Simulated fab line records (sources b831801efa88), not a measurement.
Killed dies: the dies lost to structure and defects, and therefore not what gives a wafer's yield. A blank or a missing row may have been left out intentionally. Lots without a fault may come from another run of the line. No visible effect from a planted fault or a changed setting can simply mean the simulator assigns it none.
What tool caused it? / flow gf180mcu / 13 lots, 39 wafers sampled, at 3 steps of a route of 602

WHAT THE GAUGES READ, wafer by wafer
GF_HV_LDD_TW_MEAS_38.
lot=L433; measured=day 12 04:16; on=film metro-01; HV_LDD_3_TW=1435 1441 1436
lot=L434; measured=day 12 11:49; on=film metro-01; HV_LDD_3_TW=1439 1438 1437
lot=L436; measured=day 13 05:50; on=film metro-04; HV_LDD_3_TW=1472 1471 1471
lot=L437; measured=day 13 13:55; on=film metro-04; HV_LDD_3_TW=1469 1474 1471
lot=L438; measured=day 13 21:26; on=film metro-03; HV_LDD_3_TW=1462 1446 1461
lot=L439; measured=day 14 08:16; on=film metro-01; HV_LDD_3_TW=1454 1448 1443
lot=L440; measured=day 14 12:10; on=film metro-03; HV_LDD_3_TW=1451 1468 1456
lot=L441; measured=day 14 22:34; on=film metro-01; HV_LDD_3_TW=1437 1450 1449
lot=L445; measured=day 16 02:11; on=film metro-04; HV_LDD_3_TW=1590 1587 1594
lot=L448; measured=day 17 07:56; on=film metro-01; HV_LDD_3_TW=1541 1546 1543
lot=L450; measured=day 17 21:14; on=film metro-03; HV_LDD_3_TW=1465 1479 1474
lot=L453; measured=day 19 03:35; on=film metro-03; HV_LDD_3_TW=1462 1458 1463
lot=L454; measured=day 19 03:39; on=film metro-04; HV_LDD_3_TW=1488 1478 1483

GF_HV_LDD_RS_MEAS_53: the measuring method here is four-point-probe.
lot=L433; measured=day 12 23:59; on=film metro-04; HV_LDD_RS (ohm/sq)=417.1 417.3 416.6
lot=L434; measured=day 13 08:02; on=film metro-01; HV_LDD_RS (ohm/sq)=417.9 419.7 418.7
lot=L436; measured=day 14 02:31; on=film metro-03; HV_LDD_RS (ohm/sq)=419.3 419.5 418.3
lot=L437; measured=day 14 11:00; on=film metro-03; HV_LDD_RS (ohm/sq)=418.6 417.7 418.7
lot=L438; measured=day 14 18:28; on=film metro-01; HV_LDD_RS (ohm/sq)=416.0 417.3 416.3
lot=L439; measured=day 15 04:48; on=film metro-04; HV_LDD_RS (ohm/sq)=419.7 418.2 418.7
lot=L440; measured=day 15 08:12; on=film metro-01; HV_LDD_RS (ohm/sq)=416.2 416.8 416.0
lot=L441; measured=day 15 20:02; on=film metro-04; HV_LDD_RS (ohm/sq)=419.0 419.2 418.8
lot=L445; measured=day 17 00:32; on=film metro-03; HV_LDD_RS (ohm/sq)=398.1 399.4 398.9
lot=L448; measured=day 18 07:23; on=film metro-04; HV_LDD_RS (ohm/sq)=399.6 401.1 400.4
lot=L450; measured=day 18 21:33; on=film metro-01; HV_LDD_RS (ohm/sq)=417.0 418.2 417.5
lot=L453; measured=day 20 04:43; on=film metro-01; HV_LDD_RS (ohm/sq)=416.4 417.0 417.7
lot=L454; measured=day 20 04:50; on=film metro-03; HV_LDD_RS (ohm/sq)=418.5 418.6 418.4

WHAT TOOL EACH LOT RAN ON (gives the tool, then ch and the chambers of the sampled wafers, and finally the start)
lot=L433; GF_HV_LDD_IMPLANT_35=implanter-04 ch 0, day 12 03:52
lot=L434; GF_HV_LDD_IMPLANT_35=implanter-04 ch 0, day 12 11:25
lot=L436; GF_HV_LDD_IMPLANT_35=implanter-02 ch 0, day 13 05:26
lot=L437; GF_HV_LDD_IMPLANT_35=implanter-03 ch 0, day 13 13:31
lot=L438; GF_HV_LDD_IMPLANT_35=implanter-04 ch 0, day 13 21:02
lot=L439; GF_HV_LDD_IMPLANT_35=implanter-04 ch 0, day 14 07:52
lot=L440; GF_HV_LDD_IMPLANT_35=implanter-04 ch 0, day 14 11:46
lot=L441; GF_HV_LDD_IMPLANT_35=implanter-04 ch 0, day 14 22:10
lot=L445; GF_HV_LDD_IMPLANT_35=implanter-02 ch 0, day 16 01:28
lot=L448; GF_HV_LDD_IMPLANT_35=implanter-03 ch 0, day 17 07:13
lot=L450; GF_HV_LDD_IMPLANT_35=implanter-02 ch 0, day 17 20:53
lot=L453; GF_HV_LDD_IMPLANT_35=implanter-03 ch 0, day 19 03:11
lot=L454; GF_HV_LDD_IMPLANT_35=implanter-02 ch 0, day 19 03:17
- GF_HV_LDD_IMPLANT_35

WHAT THE TOOLS THEMSELVES READ (means of the sampled wafers that have a number; where no wafer has one, the mark that the record gives instead)
The record holds no such reading with a usual standard deviation.

THE ANSWER, worked out from the rows above alone
Rule: the usual values come from the lots themselves. The widest of any qualifying gaps counts: lots, ordered by their means at a reading, are off when they make up no more than a third of the lots, leave a main group of 4 or more, and stand apart from it by 3 or more times the standard deviation of that group's means. Not used: any main group whose means are identical at the precision the tables above print for the reading. Also off: a lot with no number at a reading for which 4 or more lots have one. All remaining lots with rows at the step are treated as sound. After the gauges, taken in route order, come the tools' own readings; for these a lot's mean is taken, as printed above. The first step at which some lot is off is used, and at that step the reading that is off furthest; a lot without a number counts as furthest.
Off: at GF_HV_LDD_TW_MEAS_38 (HV_LDD_3_TW), L445, L448. Main group: mean 1458, sd 14.
A tool fits if, at a process step before that reading, it ran every lot that is off, and no sound lot after the first of them. Those tools and the gauges at GF_HV_LDD_TW_MEAS_38 are tried in the same way. None of those tried fits.

WHAT THE SIMULATOR PUT IN
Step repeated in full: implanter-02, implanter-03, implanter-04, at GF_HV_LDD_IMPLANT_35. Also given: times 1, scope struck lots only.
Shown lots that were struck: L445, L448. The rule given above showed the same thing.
